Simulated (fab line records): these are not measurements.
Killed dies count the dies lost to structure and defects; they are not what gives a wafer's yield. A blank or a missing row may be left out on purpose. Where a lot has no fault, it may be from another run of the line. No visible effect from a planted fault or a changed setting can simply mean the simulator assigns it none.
Which tool was responsible? | flow gf180mcu | Sampling: 14 lots, 42 wafers, 3 of 602 route steps

WHAT THE GAUGES SHOWED, per wafer
GF_M3_CD_MEAS_14: target cd 280 nm. Usual: cdNm reads 279.8 nm (standard deviation 1.3).
lot  | measured     | on       | cdNm (nm)         | flag
L993 | day 21 05:17 | cdSem-02 | 280.9 282.2 279.7 | 
L995 | day 22 04:44 | cdSem-01 | 278.3 278.2 278.5 | 
L997 | day 23 11:13 | cdSem-01 | 279.9 279.8 279.5 | 
L999 | day 24 04:08 | cdSem-02 | 279.8 279.6 279.4 | 
L100 | day 24 10:05 | cdSem-02 | 282.0 281.1 281.3 | 
L101 | day 25 06:41 | cdSem-02 | 278.7 277.9 277.0 | 
L105 | day 26 04:07 | cdSem-02 | 281.9 279.7 281.8 | 
L106 | day 26 13:38 | cdSem-02 | 279.4 278.4 279.6 | 
L107 | day 26 16:59 | cdSem-02 | 280.3 280.1 280.8 | 
L108 | day 27 03:23 | cdSem-02 | 279.4 280.7 280.0 | 
L110 | day 27 07:44 | cdSem-01 | 279.5 278.4 278.0 | 
L111 | day 27 18:44 | cdSem-01 | 279.4 280.6 280.3 | 
L112 | day 28 02:01 | cdSem-01 | 277.1 277.6 277.6 | 
L115 | day 29 01:40 | cdSem-01 | 280.5 278.6 280.0 | 

GF_M4_OVL_MEAS_15. Usual: M4_OVL -2 nm, standard deviation 6.3.
lot  | measured     | on         | M4_OVL (nm) | flag
L993 | day 23 06:57 | overlay-01 | -10 -18 -13 | 
L995 | day 24 05:53 | overlay-01 | -13 -9 -13  | 
L997 | day 25 11:20 | overlay-01 | 4 -1 -7     | 
L999 | day 26 02:31 | overlay-01 | -5 -6 -7    | 
L100 | day 26 07:58 | overlay-02 | -1 -5 -3    | 
L101 | day 27 03:09 | overlay-01 | -12 -8 -1   | 
L105 | day 27 23:37 | overlay-02 | -7 -5 -6    | 
L106 | day 28 08:19 | overlay-01 | -1 -4 -1    | 
L107 | day 28 10:55 | overlay-02 | -4 6 0      | 
L108 | day 28 21:10 | overlay-01 | -2 -2 -4    | 
L110 | day 29 02:22 | overlay-02 | -3 -8 -5    | 
L111 | day 29 11:43 | overlay-01 | 0 2 2       | 
L112 | day 29 20:13 | overlay-02 | -10 -6 -4   | 
L115 | day 30 17:32 | overlay-01 | 0 -2 -2     | 

WHAT TOOL EACH LOT RAN ON (gives the tool, then ch and the chambers of the sampled wafers, and finally the start)
lot  | GF_M4_SPUTTER_00
L993 | pvdSputter-03, day 22 07:22
L995 | pvdSputter-04, day 23 07:09
L997 | pvdSputter-04, day 24 13:07
L999 | pvdSputter-01, day 25 05:23
L100 | pvdSputter-04, day 25 10:40
L101 | pvdSputter-03, day 26 06:54
L105 | pvdSputter-04, day 27 03:37
L106 | pvdSputter-04, day 27 12:20
L107 | pvdSputter-03, day 27 15:37
L108 | pvdSputter-01, day 28 02:03
L110 | pvdSputter-04, day 28 06:50
L111 | pvdSputter-01, day 28 16:37
L112 | pvdSputter-01, day 29 00:39
L115 | pvdSputter-01, day 29 23:20
- GF_M4_SPUTTER_00: material Ti, target thk 37.5 nm, time 150 s.

WHAT THE TOOLS THEMSELVES READ (means of the sampled wafers that have a number; where no wafer has one, the mark that the record gives instead)
GF_M4_SPUTTER_00. Usual: cathodeDcPowerW 4000.1 W, standard deviation 0.77; chamberPressurePa 2.000 Pa, standard deviation 0.004; throttleValvePct 30.6 %, standard deviation 0.77.
lot  | tool          | cathodeDcPowerW (W) | chamberPressurePa (Pa) | throttleValvePct (%) | flag
L993 | pvdSputter-03 | 3999.8              | 2.004                  | 29.6                 | 
L995 | pvdSputter-04 | 4000.5              | 2.000                  | 30.8                 | 
L997 | pvdSputter-04 | 3999.7              | 2.000                  | 31.4                 | 
L999 | pvdSputter-01 | 4000.2              | 1.999                  | 30.9                 | 
L100 | pvdSputter-04 | 3999.5              | 1.999                  | 31.2                 | 
L101 | pvdSputter-03 | 3999.7              | 2.002                  | 30.4                 | 
L105 | pvdSputter-04 | 4000.4              | 2.002                  | 31.0                 | 
L106 | pvdSputter-04 | 4000.3              | 1.997                  | 30.4                 | 
L107 | pvdSputter-03 | 3999.9              | 1.999                  | 29.7                 | 
L108 | pvdSputter-01 | 4000.8              | 2.001                  | 31.3                 | 
L110 | pvdSputter-04 | -                   | -                      | -                    | OFF
L111 | pvdSputter-01 | -                   | -                      | -                    | OFF
L112 | pvdSputter-01 | 4000.7              | 2.003                  | 30.8                 | 
L115 | pvdSputter-01 | 4000.5              | 2.004                  | 30.7                 | 

THE ANSWER, worked out from the rows above alone
Rule: a lot counts as off when the mean over its wafers that have a number is more than 3 standard deviations away from the usual mean. Also off: a lot with no number at a reading for which 4 or more lots have one. Where the step has rows for the other lots, those lots are counted as sound. The gauges are gone through in route order, then the tools' own readings, and for those a lot's mean is taken as printed above. At the first step where some lot is off, the reading lying furthest off is the one used; lots without a number count as furthest.
Off, at GF_M4_SPUTTER_00 on cathodeDcPowerW: L110, L111. Without a number there: L110, L111.
If a tool, at that step or one of the process steps before it, ran each lot that is off and ran no sound lot following the first of them, it fits. Of those tried, none fits.

WHAT THE SIMULATOR HAD PUT IN
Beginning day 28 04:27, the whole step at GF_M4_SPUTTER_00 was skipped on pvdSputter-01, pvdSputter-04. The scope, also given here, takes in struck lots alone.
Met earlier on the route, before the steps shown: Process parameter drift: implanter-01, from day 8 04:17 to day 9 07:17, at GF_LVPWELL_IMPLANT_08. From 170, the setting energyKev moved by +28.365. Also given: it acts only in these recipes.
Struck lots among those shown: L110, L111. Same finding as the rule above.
